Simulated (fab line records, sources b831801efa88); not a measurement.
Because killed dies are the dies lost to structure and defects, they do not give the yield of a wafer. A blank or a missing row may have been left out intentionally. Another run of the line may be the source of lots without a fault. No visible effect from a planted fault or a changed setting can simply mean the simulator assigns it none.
fab line records    flow sky130
record lots=7  wafers=21  last-day=50
route steps=708 shown VT_ADJUST_LVTN@111 VT_ADJUST_NCORE@119
lots that met no fault: taken from a fault-free run of the same line
start-h: start of the lot's first displayed wafer, in hours after the record's first day    wait-h: how many hours have passed since the lot's step before this one    " the same as in the row above    L1.1+2: a row that stands for several wafers    - no value present, or no start provided    * or withheld: withheld    < > ~ a bound
route shown NAME@n: NAME is a module with steps in the file, n the number in the route of the first one    usual: mean and standard deviation over wafers with no fault    same: alike in all rows    chamber/n: place in a boat    sites: the reading at each site    _std_site: their standard deviation    _edge_site: inner sites' mean taken away from outer sites' mean    radius-mm: how far each site lies from the wafer's centre    mask NAME#n: copy n    behind: the last tool/chamber to shape the wafer    hold: reason for holding the lot/hours on hold/outcome of the hold    device: the transistor (n, p or np) that didn't switch    end of line: tests run on the same wafers once the route is complete    a step without rows: its recipe alone    killed: not the wafer's yield, but the dies lost to structure and defects at the first sort    map: a wafer's dies, x killed, . not, _ none there
set.NAME: the setting the step ran with; set.NAME@STEP: the setting that earlier step ran with    model.NAME: the simulator's own value behind a step, which no gauge read
lots at selected steps of the route; one table per step, one row per wafer
services: from which hour (start-h, from the record's first day; less than 0 if before it) a tool's chamber was out of use, for how many hours, and why
## steps
# step SKY_VT_ADJUST_LVTN_SOFTBAKE_14
# recipe temp-c=90  time-s=60  resist=NOVOLAK
# step SKY_VT_ADJUST_LVTN_EXPOSE_15
# recipe mask-id=HVN_STD_DERIVED  na=0.6  source-shape=conventional  sigma-outer=0.6  polarization=unpolarized  target-cd-nm=600  dose-mj=163
# step SKY_VT_ADJUST_LVTN_PEB_16
# recipe temp-c=withheld  time-s=*  resist=NOVOLAK
# step SKY_VT_ADJUST_LVTN_DEVELOP_17
# recipe resist=NOVOLAK  developer=TMAH  develop-time-s=60  dev-temp-c=23
# step SKY_VT_ADJUST_LVTN_OVL_MEAS_18
# usual VT_ADJUST_LVTN_01_OVL=-0.3/1.2
lot.wafer  tool        chamber  start-h  wait-h  VT_ADJUST_LVTN_01_OVL[nm]
L949.2     overlay-02  -        167.54   0.1     -0.7
L949.4     "           -        "        "       -0.8
L949.5     "           -        "        "       -0.6
L953.1     overlay-01  -        190.33   0.1     0.8
L953.2     "           -        "        "       -1.9
L953.4     "           -        "        "       -0.5
L961.1     overlay-02  -        239.93   0.1     -2.3
L961.2     "           -        "        "       -1.5
L961.6     "           -        "        "       0.2
L963.1     overlay-01  -        255.68   0.1     -0.5
L963.2     "           -        "        "       0.1
L963.5     "           -        "        "       0.2
L964.2     overlay-01  -        263.69   0.1     -0.3
L964.3     "           -        "        "       0.5
L964.4     "           -        "        "       1.4
L965.1     overlay-02  -        268.63   0.1     1.2
L965.5     "           -        "        "       0.0
L965.6     "           -        "        "       -1.5
L972.1     overlay-01  -        345.28   0.1     1.2
L972.2     "           -        "        "       0.8
L972.4     "           -        "        "       2.5
# step SKY_VT_ADJUST_LVTN_IMPLANT_19
# recipe species=B  energy-kev=30  dose-cm2=6.5e+11  tilt-deg=withheld
# step SKY_VT_ADJUST_LVTN_STRIP_20
# recipe chemistry=O2/N2  power-w=1400  pressure-mtorr=1500  platen-temp-c=withheld  o2-flow-sccm=3000  n2-flow-sccm=300  overash-fraction=0.5
# usual drypump-motor-current-A=5.7/0.48  oes-product-au=0.716/0.0044  strip-time-to-endpoint-s=14.17/0.043
lot.wafer  tool             chamber  start-h  wait-h  drypump-motor-current-A  oes-product-au  rf-hours-counter-h  strip-time-to-endpoint-s
L949.2     plasma-asher-01  0        167.73   0.1     6.4                      0.719           48                  14.23
L949.4     "                0        "        "       6.3                      0.716           -                   14.20
L949.5     "                0        "        "       6.3                      0.708           -                   14.20
L953.1     plasma-asher-02  0        190.52   0.1     5.0                      0.707           7                   14.14
L953.2     "                1        "        "       6.1                      0.717           7                   14.16
L953.4     "                1        "        "       6.1                      0.716           -                   14.19
L961.1     plasma-asher-03  1        240.12   0.1     6.0                      0.718           53                  14.19
L961.2     "                0        "        "       5.2                      0.712           53                  14.17
L961.6     "                0        "        "       5.2                      0.714           -                   14.24
L963.1     plasma-asher-03  1        255.87   0.1     6.0                      0.718           55                  14.11
L963.2     "                0        "        "       5.2                      0.717           55                  14.13
L963.5     "                0        "        "       5.2                      0.716           -                   14.13
L964.2     plasma-asher-03  1        263.87   0.1     6.1                      0.711           56                  14.06
L964.3     "                1        "        "       6.0                      0.711           -                   14.08
L964.4     "                0        "        "       5.2                      0.719           -                   14.05
L965.1     plasma-asher-03  1        268.82   0.1     6.1                      0.719           56                  14.22
L965.5     "                1        "        "       6.1                      0.714           -                   14.21
L965.6     "                0        "        "       5.2                      0.712           -                   14.18
L972.1     plasma-asher-03  0        345.46   0.1     5.2                      0.715           63                  14.18
L972.2     "                1        "        "       6.0                      0.713           63                  14.21
L972.4     "                0        "        "       5.2                      0.714           -                   14.18
# step SKY_VT_ADJUST_LVTN_TW_MEAS_21
# usual VT_ADJUST_LVTN_2_TW=189.6/2.1
lot.wafer  tool           chamber  start-h  wait-h  VT_ADJUST_LVTN_2_TW
L949.2     film-metro-01  -        167.84   0.1     191.1
L949.4     "              -        "        "       191.2
L949.5     "              -        "        "       191.4
L953.1     film-metro-02  -        190.62   0.1     189.6
L953.2     "              -        "        "       190.2
L953.4     "              -        "        "       189.1
L961.1     film-metro-02  -        240.22   0.1     188.9
L961.2     "              -        "        "       189.6
L961.6     "              -        "        "       188.6
L963.1     film-metro-01  -        255.97   0.1     190.8
L963.2     "              -        "        "       190.2
L963.5     "              -        "        "       191.1
L964.2     film-metro-02  -        263.98   0.1     189.5
L964.3     "              -        "        "       189.3
L964.4     "              -        "        "       188.6
L965.1     film-metro-02  -        268.92   0.1     189.4
L965.5     "              -        "        "       189.3
L965.6     "              -        "        "       189.5
L972.1     film-metro-02  -        345.56   0.1     189.8
L972.2     "              -        "        "       190.7
L972.4     "              -        "        "       192.0
# step SKY_VT_ADJUST_NCORE_DEHYDRATE_00
# recipe temp-c=200  time-s=60
# step SKY_VT_ADJUST_NCORE_HMDS_01
# recipe prime-time-s=60  prime-temp-c=120
# step SKY_VT_ADJUST_NCORE_COAT_02
# recipe resist=NOVOLAK  spin-rpm=3000  resist-thk-nm=1121
# step SKY_VT_ADJUST_NCORE_SOFTBAKE_03
# recipe temp-c=90  time-s=60  resist=NOVOLAK
# step SKY_VT_ADJUST_NCORE_EXPOSE_04
# recipe mask-id=LVTN_COMPLEMENT_THIN  na=0.6  source-shape=conventional  sigma-outer=0.6  polarization=unpolarized  target-cd-nm=380  dose-mj=139
# usual exposure-dose-mJ-cm2=138.8/0.71  focus-offset-nm=-0.1/0.56
lot.wafer  tool              chamber  start-h  wait-h  mask                    exposure-dose-mJ-cm2  focus-offset-nm
L949.2     iline-stepper-01  0        177.77   -       LVTN_COMPLEMENT_THIN#0  138.0                 -0.2
L949.4     "                 0        "        "       LVTN_COMPLEMENT_THIN#0  138.2                 0.2
L949.5     "                 0        "        "       LVTN_COMPLEMENT_THIN#0  138.1                 0.4
L953.1     iline-stepper-02  0        200.99   -       LVTN_COMPLEMENT_THIN#0  139.5                 -0.3
L953.2     "                 0        "        "       LVTN_COMPLEMENT_THIN#0  139.7                 0.8
L953.4     "                 0        "        "       LVTN_COMPLEMENT_THIN#0  139.6                 -0.1
L961.1     iline-stepper-01  0        252.52   -       LVTN_COMPLEMENT_THIN#0  137.8                 0.2
L961.2     "                 0        "        "       LVTN_COMPLEMENT_THIN#0  138.0                 0.0
L961.6     "                 0        "        "       LVTN_COMPLEMENT_THIN#0  138.3                 -0.9
L963.1     iline-stepper-02  -        267.73   -       LVTN_COMPLEMENT_THIN#0  -                     -
L963.2     "                 -        "        "       LVTN_COMPLEMENT_THIN#0  -                     -
L963.5     "                 -        "        "       LVTN_COMPLEMENT_THIN#0  -                     -
L964.2     iline-stepper-01  -        276.42   -       LVTN_COMPLEMENT_THIN#0  -                     -
L964.3     "                 -        "        "       LVTN_COMPLEMENT_THIN#0  -                     -
L964.4     "                 -        "        "       LVTN_COMPLEMENT_THIN#0  -                     -
L965.1     iline-stepper-01  -        281.73   -       LVTN_COMPLEMENT_THIN#0  -                     -
L965.5     "                 -        "        "       LVTN_COMPLEMENT_THIN#0  -                     -
L965.6     "                 -        "        "       LVTN_COMPLEMENT_THIN#0  -                     -
L972.1     iline-stepper-02  0        358.80   -       LVTN_COMPLEMENT_THIN#0  139.5                 0.3
L972.2     "                 0        "        "       LVTN_COMPLEMENT_THIN#0  139.6                 0.1
L972.4     "                 0        "        "       LVTN_COMPLEMENT_THIN#0  139.6                 -0.1
# step SKY_VT_ADJUST_NCORE_PEB_05
# recipe temp-c=withheld  time-s=*  resist=NOVOLAK
## services
tool              chamber  start-h  hours  kind
iline-stepper-02  0        158.74   -      calibration
plasma-asher-03   -        174.20   0.9    repair
iline-stepper-02  -        186.10   2.1    pm
iline-stepper-02  -        188.18   -      consumable-replace:lamp
iline-stepper-01  -        200.28   1.7    pm
iline-stepper-02  -        215.89   1.7    pm
plasma-asher-03   -        237.18   1.0    repair
iline-stepper-01  0        290.88   -      calibration
iline-stepper-01  -        297.25   4.4    pm
iline-stepper-02  -        331.15   1.3    repair
plasma-asher-01   -        340.88   14.6   pm
## key
first-sign step=SKY_VT_ADJUST_NCORE_EXPOSE_04  reading=tool-record  direction=missing
effect none on later readings
met-at SKY_VT_ADJUST_NCORE_EXPOSE_04
struck-wafers L963.1,L963.2,L963.5,L964.2,L964.3,L964.4,L965.1,L965.5,L965.6
sort-left-out L963.1,L963.2,L963.5,L964.2,L964.3,L964.4,L965.1,L965.5,L965.6
tester-left-out L963,L964,L965
onset-between 252.52 267.73
fault kind=skipped-step-whole  tool=iline-stepper-01,iline-stepper-02  chamber=-  onset-h=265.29  steps=SKY_VT_ADJUST_NCORE_EXPOSE_04  scope=struck-lots-only
# tester-left-out: of these lots the tester's yield and bins aren't shown, on N5 and GAA mostly nor the transistor test; their killed dies are dies lost to structure and defects alone, not to doping, threshold or leakage, so they don't give the yield
# sort-left-out: the simulated sort isn't trusted on such a fault, so these wafers' sort isn't shown, and their yield isn't known
